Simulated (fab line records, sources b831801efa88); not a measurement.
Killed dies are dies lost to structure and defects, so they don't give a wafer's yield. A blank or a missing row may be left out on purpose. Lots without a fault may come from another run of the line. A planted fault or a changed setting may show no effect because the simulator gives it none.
fab line records | flow gf180mcu
record lots=14 wafers=42 last_day=34
route steps=602 shown V2@399 M3@409
lots that met no fault: from a run of the same line without faults
start_h: hours from the record's first day to the start of the lot's first wafer shown | wait_h: hours since the lot's step before | " the same as in the row above | L1.1+2: a row that stands for several wafers | - no value, or no start given | * or withheld: withheld | < > ~ a bound
route shown NAME@n: a module of which the file shows steps, and the number in the route of the first | usual: mean/standard deviation of fault-free wafers | same: alike in all rows | chamber/n: place in a boat | sites: the reading at each site | _std_site: their standard deviation | _edge_site: outer sites' mean less inner sites' | radius_mm: how far each site lies from the wafer's centre | mask NAME#n: copy n | behind: the tool/chamber that last shaped the wafer | hold: why the lot was held/for how many hours/how that ended | device: the transistor (n, p or np) that didn't switch | end of line: the same wafers' tests at the end of the route | a step without rows: its recipe alone | killed: dies lost to structure and defects at the first sort, not the wafer's yield | map: a wafer's dies, x killed, . not, _ none there
set.NAME: the setting as run; set.NAME@STEP: as run at that earlier step | model.NAME: the simulator's own value behind a step, which no gauge read
steps of the route over a sample of lots; a table a step, a row a wafer
services: from which hour (start_h, from the record's first day; less than 0 if before it) a tool's chamber was out of use, for how many hours, and why
## steps
# step GF_V2_ETCH_17
# recipe chemistry=C4F8/O2/Ar mask_material=KrF target=SiO2 stop_on=TiN source_w=1500 bias_w=1200 pressure_mtorr=40 c4f8_flow_sccm=withheld O2_flow_sccm=6 Ar_flow_sccm=300 time_s=withheld target_depth_a=6300
# usual oes_product_au=0.856/0.0042
# columns lot.wafer tool chamber start_h wait_h oes_product_au
L672.2 rie_diel-03 1 - - 0.855
L672.4 " 2 " " 0.859
L672.6 " 1 " " 0.858
L674.3 rie_diel-03 0 - - 0.853
L674.5 " 1 " " 0.855
L674.6 " 0 " " 0.863
L675.1 rie_diel-01 1 - - 0.857
L675.2 " 2 " " 0.858
L675.4 " 2 " " 0.855
L676.2 rie_diel-03 3 - - 0.859
L676.5 " 1 " " 0.862
L676.6 " 0 " " 0.854
L677.3 rie_diel-01 3 - - 0.849
L677.4 " 0 " " 0.853
L677.5 " 3 " " 0.849
L679.1 rie_diel-02 2 - - 0.850
L679.2 " 3 " " 0.855
L679.5 " 0 " " 0.852
L680.2 rie_diel-03 0 - - 0.857
L680.3 " 2 " " 0.857
L680.4 " 1 " " 0.860
L681.1 rie_diel-01 1 - - 0.860
L681.4 " 2 " " 0.865
L681.5 " 3 " " 0.855
L686.1 rie_diel-02 0 - - 0.854
L686.3 " 3 " " 0.848
L686.6 " 3 " " 0.854
L689.1 rie_diel-02 1 - - 0.866
L689.2 " 0 " " 0.861
L689.6 " 2 " " 0.859
L690.1 rie_diel-01 3 - - 0.855
L690.2 " 1 " " 0.857
L690.6 " 3 " " 0.852
L691.1 rie_diel-03 3 - - 0.857
L691.3 " 1 " " 0.857
L691.5 " 1 " " 0.854
L694.1 rie_diel-01 0 - - 0.853
L694.4 " 1 " " 0.856
L694.5 " 1 " " 0.860
L695.2 rie_diel-01 2 - - 0.856
L695.3 " 0 " " 0.854
L695.4 " 3 " " 0.851
# step GF_M3_SPUTTER_00
# recipe material=Ti target_thk_nm=37.5 arriving_ion_energy_ev=80 substrate_temp_c=200 chamber_pressure_pa=2 power_w=4000 time_s=150
# usual cathode_dc_power_W=4000.0/0.7 chamber_pressure_pa=2.000/0.0039 throttle_valve_pct=29.3/0.89
# columns lot.wafer tool chamber start_h wait_h cathode_dc_power_W chamber_pressure_pa throttle_valve_pct
L672.2 pvd_sputter-03 - 455.99 0.2 4000.4 1.999 28.6
L672.4 " - " " 4000.3 1.999 28.8
L672.6 " - " " 3998.3 1.998 30.7
L674.3 pvd_sputter-04 - 484.50 0.1 4000.9 2.000 29.1
L674.5 " - " " 3999.4 2.000 28.8
L674.6 " - " " 4000.0 2.007 29.4
L675.1 pvd_sputter-04 - 498.08 0.1 4001.2 2.002 28.7
L675.2 " - " " 4000.4 2.006 29.9
L675.4 " - " " 4000.0 2.005 29.8
L676.2 pvd_sputter-04 - 503.65 0.1 3999.4 1.999 29.8
L676.5 " - " " 3999.8 2.004 29.0
L676.6 " - " " 3998.6 2.001 29.4
L677.3 pvd_sputter-04 - 515.69 0.1 3998.7 1.997 29.1
L677.4 " - " " 3999.7 2.004 29.9
L677.5 " - " " 3999.8 2.003 29.2
L679.1 pvd_sputter-04 - 538.50 0.2 3999.7 2.002 29.3
L679.2 " - " " 3999.2 2.003 30.1
L679.5 " - " " 4000.4 1.992 29.6
L680.2 pvd_sputter-01 - 539.08 0.2 4002.4 2.003 30.3
L680.3 " - " " 4001.3 1.994 27.4
L680.4 " - " " 4000.0 2.001 28.6
L681.1 pvd_sputter-01 - 543.85 0.2 4000.4 1.993 28.9
L681.4 " - " " 3999.7 2.001 27.1
L681.5 " - " " 3998.4 1.997 28.7
L686.1 pvd_sputter-01 - 582.85 0.1 4001.1 1.992 27.6
L686.3 " - " " 4000.6 1.995 30.2
L686.6 " - " " 3999.5 2.005 29.0
L689.1 pvd_sputter-03 - 607.98 0.1 - - -
L689.2 " - " " - - -
L689.6 " - " " - - -
L690.1 pvd_sputter-01 - 617.64 0.2 - - -
L690.2 " - " " - - -
L690.6 " - " " - - -
L691.1 pvd_sputter-03 - 621.75 0.2 4001.2 1.994 28.8
L691.3 " - " " 3998.8 2.006 30.7
L691.5 " - " " 4000.7 1.998 28.6
L694.1 pvd_sputter-03 - 642.65 0.2 3999.5 2.006 29.5
L694.4 " - " " 3999.8 2.004 30.6
L694.5 " - " " 3999.6 1.998 28.8
L695.2 pvd_sputter-03 - 646.01 0.2 3999.9 1.999 29.6
L695.3 " - " " 4000.0 1.997 30.6
L695.4 " - " " 4000.9 2.001 29.4
# step GF_M3_CD_MEAS_14
# recipe target_cd_nm=280
# usual cd_nm=279.9/0.8
# columns lot.wafer tool chamber start_h wait_h cd_nm
L672.2 cd_sem-01 - 480.46 0.1 281.4
L672.4 " - " " 281.2
L672.6 " - " " 280.5
L674.3 cd_sem-01 - 509.03 0.1 280.5
L674.5 " - " " 281.1
L674.6 " - " " 281.0
L675.1 cd_sem-02 - 521.63 0.1 280.7
L675.2 " - " " 280.7
L675.4 " - " " 279.9
L676.2 cd_sem-02 - 527.06 0.1 280.7
L676.5 " - " " 279.7
L676.6 " - " " 280.5
L677.3 cd_sem-02 - 538.73 0.1 278.2
L677.4 " - " " 280.6
L677.5 " - " " 279.4
L679.1 cd_sem-02 - 560.33 0.1 280.4
L679.2 " - " " 280.0
L679.5 " - " " 280.3
L680.2 cd_sem-01 - 561.40 0.1 280.2
L680.3 " - " " 279.3
L680.4 " - " " 280.1
L681.1 cd_sem-01 - 565.69 0.1 280.0
L681.4 " - " " 281.0
L681.5 " - " " 280.0
L686.1 cd_sem-01 - 603.78 0.1 280.1
L686.3 " - " " 280.5
L686.6 " - " " 280.2
L689.1 cd_sem-01 - 629.18 0.1 280.6
L689.2 " - " " 280.6
L689.6 " - " " 281.4
L690.1 cd_sem-02 - 638.04 0.1 280.3
L690.2 " - " " 279.7
L690.6 " - " " 280.3
L691.1 cd_sem-02 - 641.93 0.1 279.4
L691.3 " - " " 280.3
L691.5 " - " " 281.6
L694.1 cd_sem-02 - 662.49 0.1 279.3
L694.4 " - " " 278.6
L694.5 " - " " 279.0
L695.2 cd_sem-02 - 665.05 0.1 279.3
L695.3 " - " " 279.6
L695.4 " - " " 279.2
# step GF_M3_STRIP_17
# recipe chemistry=O2/N2 power_w=1400 pressure_mtorr=1500 platen_temp_c=250 o2_flow_sccm=3000 n2_flow_sccm=300 overash_fraction=0.5
# usual drypump_motor_current_A=5.9/0.4 heater_power_w=325/21 oes_product_au=0.557/0.0049 platen_temp_c=250.02/0.18 strip_time_to_endpoint_s=7.87/0.043
# same overash_fraction=0.5
# columns lot.wafer tool chamber start_h wait_h drypump_motor_current_A heater_power_w oes_product_au platen_temp_c rf_hours_counter_h strip_time_to_endpoint_s
L672.2 plasma_asher-02 1 480.70 0.1 6.4 349 0.554 250.11 37 7.94
L672.4 " 0 " " 5.8 305 0.557 249.80 - 7.93
L672.6 " 1 " " 6.4 350 0.557 250.00 - 7.83
L674.3 plasma_asher-02 1 509.30 0.1 6.4 352 0.554 250.22 - 7.86
L674.5 " 0 " " 5.8 307 0.557 250.12 - 7.85
L674.6 " 1 " " 6.3 344 0.563 249.95 - 7.81
L675.1 plasma_asher-02 1 521.89 0.1 6.3 343 0.560 250.08 41 7.88
L675.2 " 0 " " 5.9 301 0.558 249.96 41 7.93
L675.4 " 1 " " 6.3 339 0.559 249.95 - 7.87
L676.2 plasma_asher-01 0 527.31 0.1 5.5 348 0.552 249.87 76 7.94
L676.5 " 1 " " 6.1 307 0.558 249.96 - 7.86
L676.6 " 0 " " 5.6 359 0.557 250.22 - 7.90
L677.3 plasma_asher-01 0 539.11 0.1 5.5 353 0.566 250.04 - 7.86
L677.4 " 1 " " 6.1 317 0.550 250.14 - 7.82
L677.5 " 0 " " 5.5 356 0.553 249.87 - 7.85
L679.1 plasma_asher-04 1 560.59 0.1 5.2 301 0.552 249.96 95 7.90
L679.2 " 0 " " 5.2 307 0.557 250.20 95 7.87
L679.5 " 1 " " 5.2 304 0.550 249.95 - 7.91
L680.2 plasma_asher-01 0 561.64 0.1 5.6 354 0.549 250.00 80 7.85
L680.3 " 1 " " 6.1 302 0.553 250.26 - 7.86
L680.4 " 0 " " 5.6 350 0.549 249.82 - 7.87
L681.1 plasma_asher-01 1 565.99 0.1 6.1 315 0.554 250.21 80 7.84
L681.4 " 1 " " 6.1 312 0.557 249.82 - 7.85
L681.5 " 1 " " 6.1 304 0.551 249.84 - 7.85
L686.1 plasma_asher-01 1 604.04 0.1 6.1 308 0.552 250.07 85 7.84
L686.3 " 1 " " 6.1 312 0.549 250.32 - 7.87
L686.6 " 0 " " 5.6 350 0.558 249.89 - 7.77
L689.1 plasma_asher-01 0 629.44 0.1 5.6 352 0.560 249.87 87 7.91
L689.2 " 1 " " 6.1 310 0.562 249.86 87 7.83
L689.6 " 0 " " 5.6 343 0.550 250.11 - 7.86
L690.1 plasma_asher-01 0 638.31 0.1 5.6 351 0.544 249.92 88 7.82
L690.2 " 1 " " 6.1 313 0.559 249.87 88 7.94
L690.6 " 1 " " 6.1 305 0.562 250.19 - 7.90
L691.1 plasma_asher-02 1 642.19 0.1 6.4 345 0.555 249.96 54 7.87
L691.3 " 1 " " 6.4 348 0.551 250.10 - 7.83
L691.5 " 0 " " 5.8 311 0.554 250.24 - 7.84
L694.1 plasma_asher-04 1 662.76 0.1 5.2 303 0.559 250.19 106 7.92
L694.4 " 1 " " 5.2 310 0.561 250.33 - 7.92
L694.5 " 0 " " 5.2 306 0.558 249.89 - 7.91
L695.2 plasma_asher-02 0 665.30 0.1 5.9 306 0.563 250.16 57 7.84
L695.3 " 0 " " 5.9 313 0.555 250.23 - 7.82
L695.4 " 1 " " 6.4 343 0.550 249.70 - 7.84
## services
# columns tool chamber start_h hours kind
rie_diel-02 - 461.28 0.1 repair
rie_diel-01 3 465.54 2.3 repair
pvd_sputter-03 - 467.61 10.1 repair
rie_diel-01 0 480.33 17.1 repair
pvd_sputter-01 - 497.76 3.2 repair
rie_diel-02 1 497.82 2.6 repair
plasma_asher-04 - 503.11 6.7 repair
pvd_sputter-01 - 514.59 2.9 repair
plasma_asher-04 - 533.41 4.1 repair
pvd_sputter-03 - 535.00 60.1 repair
pvd_sputter-01 - 539.82 2.8 repair
pvd_sputter-04 - 542.78 23.0 repair
rie_diel-01 1 553.66 - clean
rie_diel-01 1 553.66 19.8 scheduled_down
plasma_asher-04 - 558.12 0.8 repair
rie_diel-02 2 561.04 13.7 repair
pvd_sputter-03 - 566.19 1.2 repair
rie_diel-01 3 573.70 5.4 repair
rie_diel-02 3 588.79 3.1 repair
pvd_sputter-03 - 597.70 2.3 repair
pvd_sputter-04 - 610.78 15.8 repair
rie_diel-03 3 621.86 11.0 repair
pvd_sputter-04 - 635.39 3.9 repair
rie_diel-03 2 663.13 5.0 repair
## key
first_sign step=GF_M3_SPUTTER_00 reading=tool_record direction=missing
effect none on later readings
met_at GF_M3_SPUTTER_00
struck_lots L689,L690
later_rows_left_out L689.1,L689.2,L689.6,L690.1,L690.2,L690.6
sort_left_out L689.1,L689.2,L689.6,L690.1,L690.2,L690.6
not_acting_at GF_V2_ETCH_17,GF_M3_CD_MEAS_14,GF_M3_STRIP_17
onset_between 582.85 607.98
fault kind=skipped_step_whole tool=pvd_sputter-01,pvd_sputter-03 chamber=- onset_h=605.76 steps=GF_M3_SPUTTER_00 scope=struck_lots_only
# sort_left_out: the simulated sort isn't trusted on such a fault, so these wafers' sort isn't shown, and their yield isn't known
# later_rows_left_out: the simulator's readings of these wafers behind a module that went badly wrong aren't trusted and aren't shown, but for the sort
